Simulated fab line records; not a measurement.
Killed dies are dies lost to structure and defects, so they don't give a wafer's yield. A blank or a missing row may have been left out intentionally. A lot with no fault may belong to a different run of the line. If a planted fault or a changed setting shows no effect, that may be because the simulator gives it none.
Which of the tools did it? || flow sky130 || 10 lots, 30 wafers sampled, at 5 steps of a route of 708

WHAT THE GAUGES READ, wafer by wafer
SKY_VT_ADJUST_LVTN_OVL_MEAS_07.
{"lot": "L804", "measured": "day 7 19:25", "on": "overlay-02", "VT_ADJUST_LVTN_OVL (nm)": "-4.7 -3.0 -3.4"}
{"lot": "L806", "measured": "day 8 13:44", "on": "overlay-02", "VT_ADJUST_LVTN_OVL (nm)": "0.9 0.0 0.4"}
{"lot": "L808", "measured": "day 8 22:00", "on": "overlay-01", "VT_ADJUST_LVTN_OVL (nm)": "-0.7 -0.1 1.8"}
{"lot": "L809", "measured": "day 9 06:13", "on": "overlay-02", "VT_ADJUST_LVTN_OVL (nm)": "-0.3 0.3 -0.3"}
{"lot": "L810", "measured": "day 9 12:34", "on": "overlay-02", "VT_ADJUST_LVTN_OVL (nm)": "- - -"}
{"lot": "L812", "measured": "day 9 23:19", "on": "overlay-01", "VT_ADJUST_LVTN_OVL (nm)": "-1.5 1.0 -1.0"}
{"lot": "L819", "measured": "day 12 01:27", "on": "overlay-02", "VT_ADJUST_LVTN_OVL (nm)": "-1.3 -0.3 1.1"}
{"lot": "L820", "measured": "day 12 09:21", "on": "overlay-01", "VT_ADJUST_LVTN_OVL (nm)": "-2.4 -2.9 -1.0"}
{"lot": "L821", "measured": "day 12 10:34", "on": "overlay-01", "VT_ADJUST_LVTN_OVL (nm)": "2.0 1.8 0.6"}
{"lot": "L822", "measured": "day 12 16:31", "on": "overlay-01", "VT_ADJUST_LVTN_OVL (nm)": "0.8 -0.2 -1.6"}

SKY_VT_ADJUST_LVTN_TW_MEAS_10.
{"lot": "L804", "measured": "day 7 19:43", "on": "film metro-01", "VT_ADJUST_LVTN_TW": "243.3 242.6 242.3"}
{"lot": "L806", "measured": "day 8 14:02", "on": "film metro-03", "VT_ADJUST_LVTN_TW": "243.7 244.1 244.9"}
{"lot": "L808", "measured": "day 8 22:17", "on": "film metro-03", "VT_ADJUST_LVTN_TW": "242.8 244.5 244.3"}
{"lot": "L809", "measured": "day 9 06:30", "on": "film metro-04", "VT_ADJUST_LVTN_TW": "242.2 242.9 241.7"}
{"lot": "L810", "measured": "day 9 12:51", "on": "film metro-03", "VT_ADJUST_LVTN_TW": "30.2 30.0 30.0"}
{"lot": "L812", "measured": "day 9 23:37", "on": "film metro-03", "VT_ADJUST_LVTN_TW": "241.8 241.8 242.7"}
{"lot": "L819", "measured": "day 12 01:44", "on": "film metro-04", "VT_ADJUST_LVTN_TW": "245.5 244.5 245.2"}
{"lot": "L820", "measured": "day 12 09:38", "on": "film metro-04", "VT_ADJUST_LVTN_TW": "243.9 245.4 244.5"}
{"lot": "L821", "measured": "day 12 10:51", "on": "film metro-04", "VT_ADJUST_LVTN_TW": "246.4 244.6 245.6"}
{"lot": "L822", "measured": "day 12 16:49", "on": "film metro-04", "VT_ADJUST_LVTN_TW": "243.2 244.2 243.8"}

EACH LOT AND THE TOOL THAT RAN IT (in order: tool; ch and the chambers of the sampled wafers; start)
{"lot": "L804", "SKY_DNWELL_STRIP_08": "plasma asher-01 ch 0,1, day 4 00:45", "SKY_VT_ADJUST_LVTN_EXPOSE_04": "iline stepper-01 ch 0, day 7 10:14", "SKY_VT_ADJUST_LVTN_STRIP_09": "plasma asher-01 ch 0,1, day 7 19:37"}
{"lot": "L806", "SKY_DNWELL_STRIP_08": "plasma asher-02 ch 0,1, day 4 14:42", "SKY_VT_ADJUST_LVTN_EXPOSE_04": "iline stepper-01 ch 0, day 8 03:48", "SKY_VT_ADJUST_LVTN_STRIP_09": "plasma asher-01 ch 0,1, day 8 13:56"}
{"lot": "L808", "SKY_DNWELL_STRIP_08": "plasma asher-03 ch 0,1, day 4 22:27", "SKY_VT_ADJUST_LVTN_EXPOSE_04": "iline stepper-01 ch 0, day 8 12:04", "SKY_VT_ADJUST_LVTN_STRIP_09": "plasma asher-03 ch 0,1, day 8 22:11"}
{"lot": "L809", "SKY_DNWELL_STRIP_08": "plasma asher-02 ch 0,1, day 5 04:24", "SKY_VT_ADJUST_LVTN_EXPOSE_04": "iline stepper-02 ch 0, day 8 19:30", "SKY_VT_ADJUST_LVTN_STRIP_09": "plasma asher-02 ch 0,1, day 9 06:23"}
{"lot": "L810", "SKY_DNWELL_STRIP_08": "plasma asher-03 ch 0,1, day 5 10:00", "SKY_VT_ADJUST_LVTN_EXPOSE_04": "iline stepper-02 ch 0, day 9 02:16", "SKY_VT_ADJUST_LVTN_STRIP_09": "plasma asher-03 ch 0,1, day 9 12:45"}
{"lot": "L812", "SKY_DNWELL_STRIP_08": "plasma asher-03 ch 0,1, day 5 18:27", "SKY_VT_ADJUST_LVTN_EXPOSE_04": "iline stepper-01 ch 0, day 9 12:44", "SKY_VT_ADJUST_LVTN_STRIP_09": "plasma asher-01 ch 0,1, day 9 23:31"}
{"lot": "L819", "SKY_DNWELL_STRIP_08": "plasma asher-02 ch 0, day 7 10:49", "SKY_VT_ADJUST_LVTN_EXPOSE_04": "iline stepper-02 ch 0, day 11 13:27", "SKY_VT_ADJUST_LVTN_STRIP_09": "plasma asher-01 ch 1, day 12 01:38"}
{"lot": "L820", "SKY_DNWELL_STRIP_08": "plasma asher-03 ch 0,1, day 7 16:59", "SKY_VT_ADJUST_LVTN_EXPOSE_04": "iline stepper-01 ch 0, day 11 21:31", "SKY_VT_ADJUST_LVTN_STRIP_09": "plasma asher-03 ch 0,1, day 12 09:32"}
{"lot": "L821", "SKY_DNWELL_STRIP_08": "plasma asher-03 ch 0,1, day 7 19:42", "SKY_VT_ADJUST_LVTN_EXPOSE_04": "iline stepper-02 ch 0, day 11 22:31", "SKY_VT_ADJUST_LVTN_STRIP_09": "plasma asher-02 ch 0,1, day 12 10:45"}
{"lot": "L822", "SKY_DNWELL_STRIP_08": "plasma asher-01 ch 0,1, day 8 01:47", "SKY_VT_ADJUST_LVTN_EXPOSE_04": "iline stepper-02 ch 0, day 12 05:37", "SKY_VT_ADJUST_LVTN_STRIP_09": "plasma asher-03 ch 0, day 12 16:42"}
- SKY_DNWELL_STRIP_08: strips in O2/N2.
- SKY_VT_ADJUST_LVTN_EXPOSE_04: exposes mask NWM COMPLEMENT LESS NATIVE, target cd 840 nm.
- SKY_VT_ADJUST_LVTN_STRIP_09: strips in O2/N2.

WHAT THE TOOLS THEMSELVES READ (means of the sampled wafers that have a number; where no wafer has one, the mark that the record gives instead)
SKY_DNWELL_STRIP_08.
{"lot": "L804", "tool": "plasma asher-01", "drypump motor current A (A)": 6.3, "oes product au (a.u.)": 0.726, "strip time to endpoint s (s)": 36.99}
{"lot": "L806", "tool": "plasma asher-02", "drypump motor current A (A)": 5.4, "oes product au (a.u.)": 0.725, "strip time to endpoint s (s)": 36.84}
{"lot": "L808", "tool": "plasma asher-03", "drypump motor current A (A)": 6.0, "oes product au (a.u.)": 0.723, "strip time to endpoint s (s)": 37.14}
{"lot": "L809", "tool": "plasma asher-02", "drypump motor current A (A)": 5.4, "oes product au (a.u.)": 0.730, "strip time to endpoint s (s)": 37.01}
{"lot": "L810", "tool": "plasma asher-03", "drypump motor current A (A)": 6.0, "oes product au (a.u.)": 0.721, "strip time to endpoint s (s)": 37.02}
{"lot": "L812", "tool": "plasma asher-03", "drypump motor current A (A)": 6.0, "oes product au (a.u.)": 0.720, "strip time to endpoint s (s)": 36.90}
{"lot": "L819", "tool": "plasma asher-02", "drypump motor current A (A)": 5.2, "oes product au (a.u.)": 0.718, "strip time to endpoint s (s)": 37.12}
{"lot": "L820", "tool": "plasma asher-03", "drypump motor current A (A)": 6.0, "oes product au (a.u.)": 0.724, "strip time to endpoint s (s)": 36.86}
{"lot": "L821", "tool": "plasma asher-03", "drypump motor current A (A)": 6.0, "oes product au (a.u.)": 0.723, "strip time to endpoint s (s)": 37.01}
{"lot": "L822", "tool": "plasma asher-01", "drypump motor current A (A)": 6.3, "oes product au (a.u.)": 0.721, "strip time to endpoint s (s)": 36.91}

SKY_VT_ADJUST_LVTN_EXPOSE_04.
{"lot": "L804", "tool": "iline stepper-01", "reticle temp C (C)": 22.95}
{"lot": "L806", "tool": "iline stepper-01", "reticle temp C (C)": 22.94}
{"lot": "L808", "tool": "iline stepper-01", "reticle temp C (C)": 23.04}
{"lot": "L809", "tool": "iline stepper-02", "reticle temp C (C)": 23.03}
{"lot": "L810", "tool": "iline stepper-02", "reticle temp C (C)": 23.01}
{"lot": "L812", "tool": "iline stepper-01", "reticle temp C (C)": 23.00}
{"lot": "L819", "tool": "iline stepper-02", "reticle temp C (C)": 22.95}
{"lot": "L820", "tool": "iline stepper-01", "reticle temp C (C)": 23.01}
{"lot": "L821", "tool": "iline stepper-02", "reticle temp C (C)": 23.01}
{"lot": "L822", "tool": "iline stepper-02", "reticle temp C (C)": 22.88}

SKY_VT_ADJUST_LVTN_STRIP_09.
{"lot": "L804", "tool": "plasma asher-01", "drypump motor current A (A)": 6.0, "oes product au (a.u.)": 0.724, "strip time to endpoint s (s)": 36.91}
{"lot": "L806", "tool": "plasma asher-01", "drypump motor current A (A)": 6.0, "oes product au (a.u.)": 0.720, "strip time to endpoint s (s)": 36.93}
{"lot": "L808", "tool": "plasma asher-03", "drypump motor current A (A)": 6.0, "oes product au (a.u.)": 0.726, "strip time to endpoint s (s)": 36.91}
{"lot": "L809", "tool": "plasma asher-02", "drypump motor current A (A)": 5.3, "oes product au (a.u.)": 0.727, "strip time to endpoint s (s)": 37.02}
{"lot": "L810", "tool": "plasma asher-03", "drypump motor current A (A)": 6.0, "oes product au (a.u.)": 0.717, "strip time to endpoint s (s)": 37.12}
{"lot": "L812", "tool": "plasma asher-01", "drypump motor current A (A)": 6.2, "oes product au (a.u.)": 0.718, "strip time to endpoint s (s)": 36.94}
{"lot": "L819", "tool": "plasma asher-01", "drypump motor current A (A)": 6.5, "oes product au (a.u.)": 0.723, "strip time to endpoint s (s)": 37.08}
{"lot": "L820", "tool": "plasma asher-03", "drypump motor current A (A)": 6.0, "oes product au (a.u.)": 0.717, "strip time to endpoint s (s)": 36.77}
{"lot": "L821", "tool": "plasma asher-02", "drypump motor current A (A)": 5.4, "oes product au (a.u.)": 0.717, "strip time to endpoint s (s)": 36.88}
{"lot": "L822", "tool": "plasma asher-03", "drypump motor current A (A)": 6.0, "oes product au (a.u.)": 0.719, "strip time to endpoint s (s)": 36.98}

THE ANSWER, worked out from the rows above alone
Rule: usual is defined by the lots themselves. The widest of any qualifying gaps counts: lots, ordered by their means at a reading, are off when they make up no more than a third of the lots, leave a main group of 4 or more, and stand apart from it by 3 or more times the standard deviation of that group's means. A main group is skipped when, at the precision printed for the reading in the tables above, its means are all equal. Also off: a lot with no number at a reading for which 4 or more lots have one. The other lots that the step has rows for count as sound. Order of review: gauges by route order, followed by the tools' own readings, for which a lot's mean as printed above is used. At the first step where some lot is off, the reading lying furthest off is the one used; lots without a number count as furthest.
Off: L810, at SKY_VT_ADJUST_LVTN_OVL_MEAS_07 (VT_ADJUST_LVTN_OVL). Without a number there: L810. The main group has a mean of -0.5 nm with a standard deviation of 1.4.
If a tool, at a process step before that reading, ran all the lots that are off and no sound lot after the first of them, it fits. Not tried: the gauges at SKY_VT_ADJUST_LVTN_OVL_MEAS_07; whatever is off there is also off at SKY_VT_ADJUST_LVTN_TW_MEAS_10, on other tools, and gauge error can't account for it. Of those tried, none fits.

WHAT HAD BEEN PUT IN BY THE SIMULATOR
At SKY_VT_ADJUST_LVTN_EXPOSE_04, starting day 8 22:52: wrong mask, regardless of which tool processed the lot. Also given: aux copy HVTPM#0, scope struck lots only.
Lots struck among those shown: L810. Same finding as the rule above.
